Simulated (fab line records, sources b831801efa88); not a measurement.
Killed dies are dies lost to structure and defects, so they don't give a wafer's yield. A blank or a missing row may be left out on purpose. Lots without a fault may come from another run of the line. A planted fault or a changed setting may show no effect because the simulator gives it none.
Which tool did it? | flow sky130 | 7 lots, 21 wafers sampled, at 2 steps of a route of 708

WHAT THE GAUGES READ, wafer by wafer
SKY_SD_N_RS_MEAS_16: measures by four-point-probe.
lot  | measured     | on            | SD_N_RS (ohm/sq)
L543 | day 28 09:38 | film_metro-01 | 68.24 68.34 68.35
L545 | day 29 06:45 | film_metro-02 | 68.50 68.53 68.40
L548 | day 30 10:16 | film_metro-02 | 68.25 68.43 68.43
L552 | day 31 11:58 | film_metro-02 | 72.47 72.53 72.51
L557 | day 33 10:43 | film_metro-01 | 68.61 68.50 68.39
L561 | day 34 08:49 | film_metro-02 | 68.49 68.69 68.33
L564 | day 35 17:12 | film_metro-02 | 68.39 68.43 68.53

WHICH TOOL RAN EACH LOT (tool, then ch and the chambers of the sampled wafers, then the start)
lot  | SKY_SD_N_RTA_14
L543 | rtp_anneal-02 ch 0, day 28 09:28
L545 | rtp_anneal-02 ch 0, day 29 06:34
L548 | rtp_anneal-01 ch 0, day 30 10:05
L552 | rtp_anneal-01 ch 0, day 31 11:48
L557 | rtp_anneal-02 ch 0, day 33 10:29
L561 | rtp_anneal-02 ch 0, day 34 08:37
L564 | rtp_anneal-01 ch 0, day 35 17:01
- SKY_SD_N_RTA_14: time 2 s.

THE ANSWER, worked out from the rows above alone
Rule: what is usual is taken from the lots themselves. Put in order of their means at a reading, lots are off if they are a third of the lots or fewer, leave a main group of 4 or more, and stand apart from it by a gap of 3 or more times the standard deviation of the main group's means; of several such gaps the widest counts. A main group whose means are all the same, to the digits that the tables above print for the reading, isn't used. A lot without any number at a reading at which 4 lots or more have one is off too. The other lots that the step has rows for count as sound.
Off: L552, at SKY_SD_N_RS_MEAS_16 (SD_N_RS). The main group: mean 68.44 ohm/sq, standard deviation 0.072.
A tool fits if, at a process step before that reading, it ran every lot that is off, and no sound lot after the first of them. The gauges at SKY_SD_N_RS_MEAS_16 are tried like those tools. None of those tried fits.

WHAT THE SIMULATOR HAD PUT IN
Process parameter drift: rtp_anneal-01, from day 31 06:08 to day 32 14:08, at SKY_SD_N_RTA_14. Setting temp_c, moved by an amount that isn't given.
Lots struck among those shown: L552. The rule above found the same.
